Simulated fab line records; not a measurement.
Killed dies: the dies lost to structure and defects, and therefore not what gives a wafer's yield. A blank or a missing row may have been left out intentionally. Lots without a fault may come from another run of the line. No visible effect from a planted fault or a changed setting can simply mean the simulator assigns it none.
Comparing a struck lot with a sound one || flow gf180mcu || 15 steps out of a route of 602
Sound: the wafers L812.1, L812.2, L812.5. The struck wafers were L813.1, L813.4, L813.5. The cause is given at the end.
Per side, at each step with rows, come the tool, then ch with its chambers, and then its first start. Under that, the readings that differ: sound wafers || struck wafers || difference of the means || sigmas: that difference in standard deviations of wafers without a fault.
alike: readings whose means differ by less than 2 such deviations, and words and numbers that are the same on both sides. not compared: withheld readings, readings that some wafer has no value for, bounds like >300 that may hide the same value, and numbers for which the record gives no deviation and whose values overlap.
A row with sigmas, a row that says differs or no value, or rows on one side alone: a step with any of these is where the two part. Numbers that don't overlap but have no deviation are shown without sigmas and don't part them. A reading that every wafer of one side lacks parts them only if that side has two wafers or more.

GF_M2_SPUTTER_04: material TiN, target thk 50 nm, time 41.7 s.
  sound on pvd sputter-01, day 22 23:46; struck on pvd sputter-03, day 23 01:41
  alike: throttle valve pct
GF_M2_RS_MEAS_05: measurement is done with a four-point probe.
  sound on film metro-03, day 22 23:49; struck on film metro-03, day 23 01:43
  alike: M2_ALCU_RS
GF_M2_THK_MEAS_06: measures by xrf.
  sound on film metro-03, day 22 23:56; struck on film metro-03, day 23 01:50
  alike: M2_ALCU_THK
then, 7 steps without rows for these wafers: GF_M2_DEHYDRATE_07 (time 60 s); GF_M2_HMDS_08 (prime time 60 s); GF_M2_COAT_09 (resist thk 1000 nm); GF_M2_SOFTBAKE_10 (time 60 s); GF_M2_EXPOSE_11 (exposes mask Metal2, target cd 280 nm); GF_M2_PEB_12 (peb time 90 s); GF_M2_DEVELOP_13 (develop time 60 s).
GF_M2_CD_MEAS_14: target cd 280 nm.
  sound on cd sem-02, day 23 23:24; struck on cd sem-02, day 24 00:25
  alike: cd nm
GF_M2_OVL_MEAS_15:
  sound on overlay-02, day 23 23:31; struck on overlay-01, day 24 00:32
  alike: M2_OVL
GF_M2_METAL_ETCH_16: etches the open film in Cl2/BCl3, stops on SiO2, target depth 627.5 nm, time 104.6 s.
  sound on rie metal-03 ch 0,1, day 23 23:33; struck on rie metal-04 ch 0, day 24 00:34
  no value came back on the struck wafers for any of 6 readings (bcl3 flow sccm (sccm), bias w (W) and others); on the sound wafers bcl3 flow sccm (sccm) reads 39.88 39.69 39.92
{"reading": "model.KrF_of_M2_COAT_09.thk nm (nm)", "sound": "730.1 734.7 733.9", "struck": "986.7 983.2 984.2", "difference": "+251.8", "sigmas": ""}
  not compared: rf hours counter h
GF_M2_STRIP_17: strips in O2/N2.
  sound on plasma asher-02 ch 0,1, day 23 23:40; struck on plasma asher-03 ch 0,1, day 24 00:41
{"reading": "oes product au (a.u.)", "sound": "0.555 0.557 0.549", "struck": "0.656 0.662 0.654", "difference": "+0.104", "sigmas": "+20"}
{"reading": "strip time to endpoint s (s)", "sound": "7.83 7.87 7.87", "struck": "10.23 10.19 10.19", "difference": "+2.35", "sigmas": "+73"}
  alike: chamber pressure mTorr, drypump motor current A, heater power w, n2 flow sccm
  not compared: rf hours counter h
then, 1 step without rows for these wafers: GF_M2_STRIP_18 (strips in post etch residue remover, time 1200 s).

WHERE THEY PART
Last at GF_M2_STRIP_17 as far as this record goes, first at GF_M2_METAL_ETCH_16.

WHY: what had been put in by the simulator
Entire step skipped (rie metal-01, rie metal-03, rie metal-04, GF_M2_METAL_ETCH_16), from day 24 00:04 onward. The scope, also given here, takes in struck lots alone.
